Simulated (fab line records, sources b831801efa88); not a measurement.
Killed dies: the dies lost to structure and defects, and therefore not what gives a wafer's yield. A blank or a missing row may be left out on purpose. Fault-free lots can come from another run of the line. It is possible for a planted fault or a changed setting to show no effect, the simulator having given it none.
fab line records	flow sfq_line
[record] lots = 15	wafers = 45	last_day = 88
route steps=325 shown R5@213 M6@253 I6@267
lots untouched by any fault: they come from a run of this same line in which no faults occurred
start_h: start of the lot's first displayed wafer, in hours after the record's first day	wait_h: how many hours have passed since the lot's step before this one	" unchanged from the row above	L1.1+2: several wafers, shown together as one row	- no value, or no start was given	* or withheld: withheld	< > ~ a bound
route shown NAME@n: a module of which the file shows steps, and the number in the route of the first	usual: average and standard deviation across the fault-free wafers	same: alike in all rows	chamber/n: place in a boat	sites: per-site readings	_std_site: standard deviation of those values	_edge_site: the outer-site mean with the inner-site mean subtracted	radius_mm: how far each site lies from the wafer's centre	mask NAME#n: copy n	behind: the last tool/chamber to shape the wafer	hold: the reason the lot was held/the length of the hold in hours/how it ended	device: the transistor (n, p or np) that didn't switch	end of line: the same wafers' tests at the end of the route	a step given without rows: its recipe and nothing more	killed: at the first sort, the dies lost to defects and structure; wafer yield is something else	map: shows each die of a wafer: x if killed, . if not, _ if none is there
set.NAME: the run value of the setting; set.NAME@STEP: its run value at that earlier step	model.NAME: the simulator's own value behind a step, which no gauge read
route steps across a sampled set of lots; one table per step, one row per wafer
services: a tool's chamber out of use, with start hour (start_h, from the record's first day; less than 0 if before it), hours out, and reason
[[steps]]
[step SFQ_TRILAYER_R5_DEP_SPUTTER_133]
[recipe] material = MoNx	base_pressure_pa = 1.33e-06	target_thk_nm = 40	power_w = 1000	time_s = 66.7	chamber_pressure_pa = 0.4
[usual] throttle_valve_pct = 29.8/0.96
[same] time_s = 66.7
lot.wafer	tool	chamber	start_h	wait_h	throttle_valve_pct
L201.1	pvd_sputter-06	-	1426.45	0.0	31.0
L201.4	"	-	"	"	30.4
L201.5	"	-	"	"	30.4
L203.3	pvd_sputter-04	-	1438.45	0.0	29.8
L203.5	"	-	"	"	27.2
L203.6	"	-	"	"	29.5
L204.3	pvd_sputter-06	-	1440.24	0.0	31.2
L204.4	"	-	"	"	30.5
L204.6	"	-	"	"	31.0
L206.2	pvd_sputter-03	-	1546.34	0.0	29.9
L206.3	"	-	"	"	30.3
L206.5	"	-	"	"	29.2
L207.1	pvd_sputter-06	-	1549.34	0.0	30.6
L207.3	"	-	"	"	30.6
L207.5	"	-	"	"	31.1
L208.1	pvd_sputter-03	-	1555.94	0.0	29.1
L208.2	"	-	"	"	29.3
L208.6	"	-	"	"	30.2
L209.1	pvd_sputter-04	-	1558.34	0.0	29.3
L209.3	"	-	"	"	30.8
L209.5	"	-	"	"	29.5
L210.3	pvd_sputter-06	-	1564.94	0.0	30.5
L210.4	"	-	"	"	31.0
L210.6	"	-	"	"	30.8
L215.3	pvd_sputter-06	-	1577.68	0.0	30.2
L215.5	"	-	"	"	31.1
L215.6	"	-	"	"	30.3
L216.1	pvd_sputter-03	-	1587.87	0.0	29.4
L216.2	"	-	"	"	29.0
L216.4	"	-	"	"	30.4
L217.2	pvd_sputter-04	-	1593.02	0.0	29.6
L217.5	"	-	"	"	29.5
L217.6	"	-	"	"	27.6
L218.1	pvd_sputter-03	-	1595.44	0.0	29.0
L218.2	"	-	"	"	30.4
L218.4	"	-	"	"	28.8
L220.3	pvd_sputter-03	-	1659.02	0.0	29.2
L220.5	"	-	"	"	29.2
L220.6	"	-	"	"	29.2
L222.2	pvd_sputter-06	-	1683.02	0.0	30.2
L222.3	"	-	"	"	31.3
L222.6	"	-	"	"	30.5
L224.1	pvd_sputter-06	-	1790.88	0.0	30.5
L224.2	"	-	"	"	30.9
L224.5	"	-	"	"	30.8
[step SFQ_TRILAYER_R5_STRIP_STRIP_140]
[recipe] gas = O2	power_w = 200	platen_temp_c = 40	overash_fraction = 0.65	chemistry = O2	pressure_mtorr = 50
[usual] drypump_motor_current_A = 5.70/0.17	oes_product_au = 1.000/0.0094
lot.wafer	tool	chamber	start_h	wait_h	drypump_motor_current_A	oes_product_au	rf_hours_counter_h
L201.1	rie_metal-04	0	1545.67	0.0	5.81	0.993	104
L201.4	"	1	"	"	5.92	1.003	-
L201.5	"	0	"	"	5.78	0.989	-
L203.3	rie_metal-04	0	1559.07	0.2	5.78	0.995	-
L203.5	"	0	"	"	5.78	0.983	-
L203.6	"	1	"	"	5.94	1.008	-
L204.3	rie_metal-04	0	1562.67	0.2	5.76	0.991	-
L204.4	"	1	"	"	5.91	1.000	-
L204.6	"	1	"	"	5.90	1.009	-
L206.2	rie_metal-04	0	1573.01	0.0	5.78	0.986	108
L206.3	"	0	"	"	5.78	0.981	-
L206.5	"	1	"	"	5.95	0.987	-
L207.1	rie_metal-02	1	1574.21	0.0	5.41	1.010	34
L207.3	"	1	"	"	5.39	1.013	-
L207.5	"	0	"	"	5.73	1.000	-
L208.1	rie_metal-01	1	1575.41	0.0	5.61	1.007	104
L208.2	"	0	"	"	5.59	1.003	14
L208.6	"	0	"	"	5.58	0.991	-
L209.1	rie_metal-04	0	1576.61	0.0	5.79	0.996	109
L209.3	"	0	"	"	5.78	0.992	-
L209.5	"	0	"	"	5.79	0.996	-
L210.3	rie_metal-02	1	1578.01	0.2	5.39	1.012	-
L210.4	"	0	"	"	5.72	0.993	-
L210.6	"	0	"	"	5.75	0.998	-
L215.3	rie_metal-01	0	1584.01	0.2	5.58	0.993	-
L215.5	"	0	"	"	5.60	0.995	-
L215.6	"	1	"	"	5.60	1.008	-
L216.1	rie_metal-01	0	1590.54	0.0	5.57	0.991	16
L216.2	"	1	"	"	5.63	1.014	106
L216.4	"	1	"	"	5.61	1.011	-
L217.2	rie_metal-01	0	1595.68	0.0	5.59	0.994	16
L217.5	"	0	"	"	5.59	0.983	-
L217.6	"	1	"	"	5.60	1.011	-
L218.1	rie_metal-04	1	1598.10	0.0	5.92	0.988	102
L218.2	"	0	"	"	5.79	0.985	112
L218.4	"	1	"	"	5.92	0.992	-
L220.3	rie_metal-02	1	1664.48	0.2	5.39	1.006	-
L220.5	"	1	"	"	5.37	1.016	-
L220.6	"	0	"	"	5.71	0.996	-
L222.2	rie_metal-02	1	1687.51	0.3	5.41	1.007	-
L222.3	"	1	"	"	5.40	0.999	-
L222.6	"	1	"	"	5.39	1.003	-
L224.1	rie_metal-02	1	1899.62	0.0	5.39	1.014	78
L224.2	"	0	"	"	5.70	1.000	28
L224.5	"	0	"	"	5.68	1.000	-
[step SFQ_M6_RS_MEAS_938]
[recipe] thk_meas_gauge = four-point-probe	reads = Nb_of_TRILAYER_M6_DEP_SPUTTER_157
[usual] M6_NB_RS = 0.889/0.0094
lot.wafer	tool	chamber	start_h	wait_h	M6_NB_RS[ohm/sq]
L201.1	film_metro-04	-	1673.86	0.0	0.899
L201.4	"	-	"	"	0.891
L201.5	"	-	"	"	0.891
L203.3	film_metro-02	-	1683.63	0.1	0.896
L203.5	"	-	"	"	0.897
L203.6	"	-	"	"	0.906
L204.3	film_metro-01	-	1685.58	0.1	0.906
L204.4	"	-	"	"	0.892
L204.6	"	-	"	"	0.889
L206.2	film_metro-02	-	1694.06	0.1	0.897
L206.3	"	-	"	"	0.898
L206.5	"	-	"	"	0.891
L207.1	film_metro-04	-	1696.44	0.0	0.889
L207.3	"	-	"	"	0.892
L207.5	"	-	"	"	0.892
L208.1	film_metro-01	-	1697.84	0.0	0.885
L208.2	"	-	"	"	0.883
L208.6	"	-	"	"	0.888
L209.1	film_metro-02	-	1699.61	0.0	0.882
L209.3	"	-	"	"	0.876
L209.5	"	-	"	"	0.882
L210.3	film_metro-04	-	1700.85	0.1	0.899
L210.4	"	-	"	"	0.895
L210.6	"	-	"	"	0.895
L215.3	film_metro-04	-	1710.89	0.1	0.900
L215.5	"	-	"	"	0.901
L215.6	"	-	"	"	0.899
L216.1	film_metro-02	-	1716.85	0.0	0.886
L216.2	"	-	"	"	0.892
L216.4	"	-	"	"	0.882
L217.2	film_metro-01	-	1720.49	0.1	0.893
L217.5	"	-	"	"	0.891
L217.6	"	-	"	"	0.888
L218.1	film_metro-02	-	1724.07	0.0	0.880
L218.2	"	-	"	"	0.883
L218.4	"	-	"	"	0.890
L220.3	film_metro-04	-	1882.53	0.1	0.884
L220.5	"	-	"	"	0.878
L220.6	"	-	"	"	0.885
L222.2	film_metro-01	-	1916.71	0.1	0.887
L222.3	"	-	"	"	0.888
L222.6	"	-	"	"	0.892
L224.1	film_metro-02	-	1940.19	0.0	0.881
L224.2	"	-	"	"	0.880
L224.5	"	-	"	"	0.897
[step SFQ_TRILAYER_I6_CMP_CMP_166]
[recipe] material = SiO2	down_force_psi = 3	platen_rpm = 60	pad_velocity_m_s = 0.94248
[usual] motor_current_A = 10.2/1	time_to_endpoint_s = 215/6.5
lot.wafer	tool	chamber	start_h	wait_h	motor_current_A	time_to_endpoint_s
L201.4	cmp-02	1	1803.09	7.4	11.0	233
L201.1	"	3	1804.09	8.4	9.3	211
L201.5	"	1	1805.09	9.4	10.3	223
L203.3	cmp-01	0	1809.17	3.9	11.4	212
L203.5	"	1	"	"	8.7	211
L203.6	"	2	"	"	9.8	221
L204.3	cmp-02	1	1809.59	1.1	10.7	208
L204.4	"	2	"	"	10.5	221
L204.6	"	0	1811.09	2.6	9.0	218
L206.2	cmp-01	2	1819.53	1.0	9.7	205
L206.3	"	3	"	"	12.2	207
L206.5	"	1	1821.03	2.5	8.5	211
L207.3	cmp-01	1	1822.03	2.3	8.8	212
L207.1	"	2	"	"	10.1	212
L207.5	"	0	1823.53	3.8	11.4	211
L208.2	cmp-02	3	1824.42	3.5	9.3	216
L208.1	"	2	1825.92	5.0	10.4	213
L208.6	"	0	1826.92	6.0	9.5	221
L209.1	cmp-01	2	1824.53	2.4	10.1	220
L209.3	"	1	1826.03	3.9	8.4	218
L209.5	"	2	"	"	10.2	217
L210.3	cmp-01	3	1831.53	7.0	11.6	209
L210.4	"	0	"	"	11.1	216
L210.6	"	2	1833.03	8.5	9.7	223
L215.3	cmp-01	2	1850.35	17.5	9.8	279
L215.5	"	3	"	"	10.9	279
L215.6	"	0	"	"	11.5	219
L216.1	cmp-01	3	1851.85	14.2	11.2	214
L216.4	"	1	1852.85	15.1	7.8	285
L216.2	"	2	"	"	10.1	214
L217.2	cmp-01	0	1858.85	15.2	11.2	211
L217.6	"	2	1859.85	16.1	10.1	223
L217.5	"	3	"	"	11.6	281
L218.2	cmp-02	1	1863.87	16.5	10.4	214
L218.4	"	2	"	"	10.1	229
L218.1	"	3	"	"	9.3	221
L220.3	cmp-02	3	1888.22	0.0	9.0	219
L220.5	"	3	1890.22	2.0	9.0	213
L220.6	"	0	"	"	9.5	214
L222.2	cmp-02	2	1920.69	0.5	10.5	218
L222.3	"	0	1921.69	1.5	9.7	214
L222.6	"	1	"	"	11.0	221
L224.1	cmp-02	2	1958.01	0.0	10.6	214
L224.2	"	0	1959.01	1.0	9.4	220
L224.5	"	3	1960.51	2.5	9.0	221
[step SFQ_TRILAYER_I6_METRO_MEASURE_167]
[usual] thk_nm = 200.0/0.9
lot.wafer	tool	chamber	start_h	wait_h	thk_nm
L201.1	film_metro-03	-	1805.71	0.1	198.7
L201.4	"	-	"	"	199.9
L201.5	"	-	"	"	198.8
L203.3	film_metro-02	-	1811.19	0.5	199.4
L203.5	"	-	"	"	198.4
L203.6	"	-	"	"	198.9
L204.3	film_metro-03	-	1812.11	0.5	200.0
L204.4	"	-	"	"	200.5
L204.6	"	-	"	"	200.6
L206.2	film_metro-03	-	1821.85	0.3	200.0
L206.3	"	-	"	"	199.6
L206.5	"	-	"	"	198.5
L207.1	film_metro-01	-	1824.65	0.1	201.2
L207.3	"	-	"	"	200.4
L207.5	"	-	"	"	200.0
L208.1	film_metro-02	-	1827.54	0.1	199.3
L208.2	"	-	"	"	199.6
L208.6	"	-	"	"	198.5
L209.1	film_metro-01	-	1827.65	0.1	199.2
L209.3	"	-	"	"	198.1
L209.5	"	-	"	"	199.3
L210.3	film_metro-01	-	1834.05	0.5	199.3
L210.4	"	-	"	"	198.5
L210.6	"	-	"	"	199.8
L215.3	film_metro-01	-	1852.37	0.5	304.6
L215.5	"	-	"	"	305.5
L215.6	"	-	"	"	200.3
L216.1	film_metro-02	-	1854.97	0.1	200.5
L216.2	"	-	"	"	200.4
L216.4	"	-	"	"	306.5
L217.2	film_metro-01	-	1861.17	0.3	200.7
L217.5	"	-	"	"	305.3
L217.6	"	-	"	"	201.0
L218.1	film_metro-02	-	1866.49	0.1	200.9
L218.2	"	-	"	"	200.9
L218.4	"	-	"	"	199.8
L220.3	film_metro-02	-	1891.74	0.5	199.1
L220.5	"	-	"	"	200.9
L220.6	"	-	"	"	200.5
L222.2	film_metro-03	-	1923.51	0.3	201.3
L222.3	"	-	"	"	199.8
L222.6	"	-	"	"	200.8
L224.1	film_metro-02	-	1961.13	0.1	200.9
L224.2	"	-	"	"	201.0
L224.5	"	-	"	"	200.7
[step SFQ_TRILAYER_I6_VIA_ETCH_VIA_ETCH_172]
[recipe] target = SiO2	stop_on = Nb	mask_material = PR	taper_deg = 20	chemistry = CHF3	target_depth_nm = 260	source_w = 500	bias_w = 80	pressure_mtorr = 30	time_s = withheld
[usual] bias_w = 79.99/0.24	drypump_motor_current_A = 5.8/0.7	oes_product_au = 0.854/0.0049
lot.wafer	tool	chamber	start_h	wait_h	bias_w	drypump_motor_current_A	oes_product_au
L201.1	rie_diel-04	0	1809.24	0.0	79.99	5.4	0.862
L201.4	"	2	"	"	79.94	5.5	0.860
L201.5	"	1	"	"	79.73	5.3	0.849
L203.3	rie_diel-04	2	1818.83	0.0	79.41	5.5	0.855
L203.5	"	3	"	"	79.65	6.6	0.848
L203.6	"	2	"	"	79.52	5.5	0.848
L204.3	rie_diel-01	0	1820.03	0.0	80.39	5.3	0.857
L204.4	"	3	"	"	80.43	6.7	0.856
L204.6	"	2	"	"	80.26	6.7	0.860
L206.2	rie_diel-04	2	1828.43	0.0	80.52	5.5	0.853
L206.3	"	0	"	"	80.11	5.4	0.854
L206.5	"	0	"	"	79.89	5.4	0.852
L207.1	rie_diel-01	3	1832.03	0.0	80.10	6.8	0.856
L207.3	"	0	"	"	80.22	5.3	0.854
L207.5	"	3	"	"	80.16	6.8	0.851
L208.1	rie_diel-04	0	1833.23	0.0	80.18	5.3	0.858
L208.2	"	1	"	"	80.07	5.3	0.857
L208.6	"	0	"	"	80.28	5.4	0.848
L209.1	rie_diel-01	3	1834.43	0.0	79.92	6.7	0.854
L209.3	"	0	"	"	80.16	5.3	0.850
L209.5	"	1	"	"	80.24	4.8	0.853
L210.3	rie_diel-03	2	1838.03	0.0	79.60	5.3	0.852
L210.4	"	0	"	"	80.27	6.3	0.853
L210.6	"	0	"	"	79.70	6.3	0.862
L215.3	rie_diel-03	3	1941.81	0.0	80.03	5.9	0.998
L215.5	"	1	"	"	79.96	6.6	0.985
L215.6	"	2	"	"	79.88	5.3	0.851
L216.1	rie_diel-01	0	1947.77	0.0	80.05	5.3	0.860
L216.2	"	3	"	"	79.51	6.8	0.850
L216.4	"	0	"	"	79.82	5.3	0.995
L217.2	rie_diel-01	2	1953.77	0.0	80.23	6.7	0.858
L217.5	"	1	"	"	79.82	4.8	0.999
L217.6	"	0	"	"	79.86	5.3	0.864
L218.1	rie_diel-01	0	1959.77	0.0	80.03	5.3	0.864
L218.2	"	2	"	"	80.02	6.7	0.853
L218.4	"	1	"	"	80.38	4.8	0.851
L220.3	rie_diel-04	0	1978.61	0.0	80.15	5.4	0.843
L220.5	"	1	"	"	80.46	5.3	0.849
L220.6	"	2	"	"	79.65	5.5	0.858
L222.2	rie_diel-03	3	1989.41	0.0	79.72	5.9	0.856
L222.3	"	0	"	"	80.00	6.3	0.850
L222.6	"	3	"	"	79.62	5.9	0.857
L224.1	rie_diel-04	2	2033.48	0.0	80.07	5.5	0.857
L224.2	"	1	"	"	80.10	5.3	0.850
L224.5	"	3	"	"	79.98	6.7	0.855
[[services]]
tool	chamber	start_h	hours	kind
cmp-01	-	1409.68	0.3	repair
cmp-02	-	1429.10	0.2	repair
cmp-02	-	1430.78	1.2	repair
cmp-02	-	1432.02	4.0	pm
cmp-01	-	1484.35	0.6	repair
cmp-01	-	1490.55	0.3	repair
cmp-01	-	1516.43	11.3	pm
cmp-02	-	1517.18	0.4	repair
cmp-02	-	1533.17	3.0	repair
cmp-01	-	1555.15	0.5	repair
cmp-01	-	1576.93	0.3	repair
cmp-01	-	1587.98	1.6	repair
cmp-01	-	1597.73	4.0	pm
cmp-01	-	1605.46	0.8	repair
cmp-02	-	1623.40	6.5	pm
cmp-01	-	1673.04	5.5	pm
cmp-01	-	1754.11	5.6	pm
cmp-02	-	1773.04	4.0	pm
cmp-02	-	1786.93	1.8	repair
cmp-02	-	1791.51	2.1	repair
cmp-02	-	1830.42	5.1	pm
pvd_sputter-06	-	1841.00	7.9	repair
pvd_sputter-06	-	1857.66	29.5	repair
cmp-01	-	1937.73	4.0	pm
[[key]]
[first_sign] step = SFQ_TRILAYER_I6_CMP_CMP_166	reading = time_to_endpoint_s	direction = up	sigmas = 10	usual = *	struck = *
[effect] step = SFQ_TRILAYER_I6_METRO_MEASURE_167	reading = thk_nm	direction = up	sigmas = 99+	usual = 200.0	struck = 305.5
[effect] step = SFQ_TRILAYER_I6_VIA_ETCH_VIA_ETCH_172	reading = oes_product_au	direction = up	sigmas = 28	usual = 0.854	struck = 0.994
met_at SFQ_TRILAYER_I6_CMP_CMP_166
struck_lots L215,L216,L217
struck_wafers L215.3,L215.5,L216.4,L217.5
not_acting_at SFQ_TRILAYER_R5_DEP_SPUTTER_133,SFQ_TRILAYER_R5_STRIP_STRIP_140,SFQ_M6_RS_MEAS_938
onset_between 1831.53 1850.35
[fault] kind = process_parameter_drift	tool = cmp-01	chamber = -	onset_h = 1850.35	steps = SFQ_TRILAYER_I6_CMP_CMP_166	channel = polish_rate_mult	offset = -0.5	shape = step	end_h = 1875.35	scope = struck_wafers_only
